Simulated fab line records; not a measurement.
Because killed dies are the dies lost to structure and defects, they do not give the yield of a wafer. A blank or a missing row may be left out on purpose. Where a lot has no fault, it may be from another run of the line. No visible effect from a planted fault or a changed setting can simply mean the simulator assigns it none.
Check of tool commonality + flow sky130 + 12 lots, 36 wafers sampled

== WHY THIS WAS OPENED ==
SKY_SONOS_TUNNEL_TW_MEAS_12, reading SONOS_TUNNEL_TW: flagged on 2 of 12 lots. Wafers without a fault read 197.0, standard deviation 2.
Rule: flag the lot when none of its wafers has a number, or when each of its wafers that has one lies beyond 4 standard deviations from that mean. The rest of the lots are taken to be sound.

| lot  | measured     | on            | SONOS_TUNNEL_TW, wafer by wafer | flag    |
|------|--------------|---------------|---------------------------------|---------|
| L886 | day 11 13:01 | film metro-01 | 198.4 197.7 196.7               |         |
| L889 | day 12 23:13 | film metro-03 | 193.7 195.4 195.6               |         |
| L890 | day 13 02:16 | film metro-01 | 195.7 196.8 197.6               |         |
| L891 | day 13 14:23 | film metro-04 | 200.1 199.4 199.9               |         |
| L892 | day 13 19:37 | film metro-03 | 195.2 194.2 194.9               |         |
| L893 | day 14 03:25 | film metro-04 | 199.5 199.9 198.7               |         |
| L895 | day 15 01:25 | film metro-03 | 194.8 196.4 196.1               |         |
| L896 | day 15 16:08 | film metro-03 | 194.1 194.5 195.4               |         |
| L903 | day 17 15:20 | film metro-01 | 109.2 111.1 111.2               | FLAGGED |
| L904 | day 17 23:25 | film metro-03 | 194.9 194.9 194.6               |         |
| L906 | day 18 12:40 | film metro-01 | 109.4 109.7 110.0               | FLAGGED |
| L907 | day 19 00:37 | film metro-03 | 195.1 195.4 194.5               |         |
The mean of the flagged lots' numbers is 110.1, -86.9 from the usual (-43 standard deviations).

== WHICH TOOL RAN EACH LOT ==
The record holds 2 process steps before the reading, out of a route of 708 steps. Cell contents, in order: the tool; ch with the chambers the sampled wafers went through; the start.
| lot  | flag    | SKY_VT_ADJUST_HVTP_STRIP_10          | SKY_SONOS_TUNNEL_IMPLANT_09     |
|------|---------|--------------------------------------|---------------------------------|
| L886 |         | plasma asher-03 ch 0,1, day 6 04:32  | implanter-01 ch 0, day 11 12:36 |
| L889 |         | plasma asher-04 ch 0,1, day 7 06:30  | implanter-02 ch 0, day 12 22:49 |
| L890 |         | plasma asher-04 ch 0,1, day 7 08:32  | implanter-02 ch 0, day 13 01:51 |
| L891 |         | plasma asher-03 ch 0, day 7 16:48    | implanter-01 ch 0, day 13 13:59 |
| L892 |         | plasma asher-04 ch 0,1, day 7 22:17  | implanter-02 ch 0, day 13 19:11 |
| L893 |         | plasma asher-03 ch 0,1, day 8 04:11  | implanter-02 ch 0, day 14 03:01 |
| L895 |         | plasma asher-03 ch 0,1, day 8 22:30  | implanter-04 ch 0, day 15 01:00 |
| L896 |         | plasma asher-03 ch 0,1, day 9 09:05  | implanter-01 ch 0, day 15 15:45 |
| L903 | FLAGGED | plasma asher-03 ch 0,1, day 11 00:00 | implanter-02 ch 0, day 17 14:50 |
| L904 |         | plasma asher-04 ch 0, day 11 06:30   | implanter-01 ch 0, day 17 23:00 |
| L906 | FLAGGED | plasma asher-02 ch 0,1, day 11 17:14 | implanter-02 ch 0, day 18 12:17 |
| L907 |         | plasma asher-04 ch 0,1, day 12 03:06 | implanter-04 ch 0, day 19 00:11 |
What the steps here do:
- SKY_VT_ADJUST_HVTP_STRIP_10: strips in O2/N2.
- SKY_SONOS_TUNNEL_IMPLANT_09
- SKY_SONOS_TUNNEL_TW_MEAS_12

== FLAGGED OVER TOTAL, TOOL BY TOOL (the gauges that took the reading come last) ==
| step                        | tool            | lots run | flagged | share of the flagged lots | sound lots run after its first flagged lot |
|-----------------------------|-----------------|----------|---------|---------------------------|--------------------------------------------|
| SKY_VT_ADJUST_HVTP_STRIP_10 | plasma asher-02 | 1        | 1       | some                      | 0                                          |
| SKY_VT_ADJUST_HVTP_STRIP_10 | plasma asher-03 | 6        | 1       | some                      | 0                                          |
| SKY_VT_ADJUST_HVTP_STRIP_10 | plasma asher-04 | 5        | 0       | none                      | -                                          |
| SKY_SONOS_TUNNEL_IMPLANT_09 | implanter-01    | 4        | 0       | none                      | -                                          |
| SKY_SONOS_TUNNEL_IMPLANT_09 | implanter-02    | 6        | 2       | all                       | 0                                          |
| SKY_SONOS_TUNNEL_IMPLANT_09 | implanter-04    | 2        | 0       | none                      | -                                          |
| SKY_SONOS_TUNNEL_TW_MEAS_12 | film metro-01   | 4        | 2       | all                       | 0                                          |
| SKY_SONOS_TUNNEL_TW_MEAS_12 | film metro-03   | 6        | 0       | none                      | -                                          |
| SKY_SONOS_TUNNEL_TW_MEAS_12 | film metro-04   | 2        | 0       | none                      | -                                          |

== WHAT THE TABLE PERMITS ==
Rows of the table that ran all the flagged lots, 2 in number: implanter-02 at SKY_SONOS_TUNNEL_IMPLANT_09; film metro-01 at SKY_SONOS_TUNNEL_TW_MEAS_12.
- implanter-02 at SKY_SONOS_TUNNEL_IMPLANT_09: 2 of its 6 lots flagged. Last sound lot L893 at day 14 03:01, first flagged lot L903 at day 17 14:50; a fault beginning in between fits. Its own readings (dose ions cm2, faraday current uA) fall more than 4 standard deviations out on all wafers of the flagged lots.
- film metro-01 at SKY_SONOS_TUNNEL_TW_MEAS_12: 2 of its 4 lots flagged. Last sound lot L890 at day 13 02:16, first flagged lot L903 at day 17 15:20; a fault beginning in between fits.
These 2 tools cannot be told apart by counting lots, since each of them fits a fault that started at some hour. More lots, or a look at what each step does to the wafer, might.

== WHAT WAS PUT IN BY THE SIMULATOR ==
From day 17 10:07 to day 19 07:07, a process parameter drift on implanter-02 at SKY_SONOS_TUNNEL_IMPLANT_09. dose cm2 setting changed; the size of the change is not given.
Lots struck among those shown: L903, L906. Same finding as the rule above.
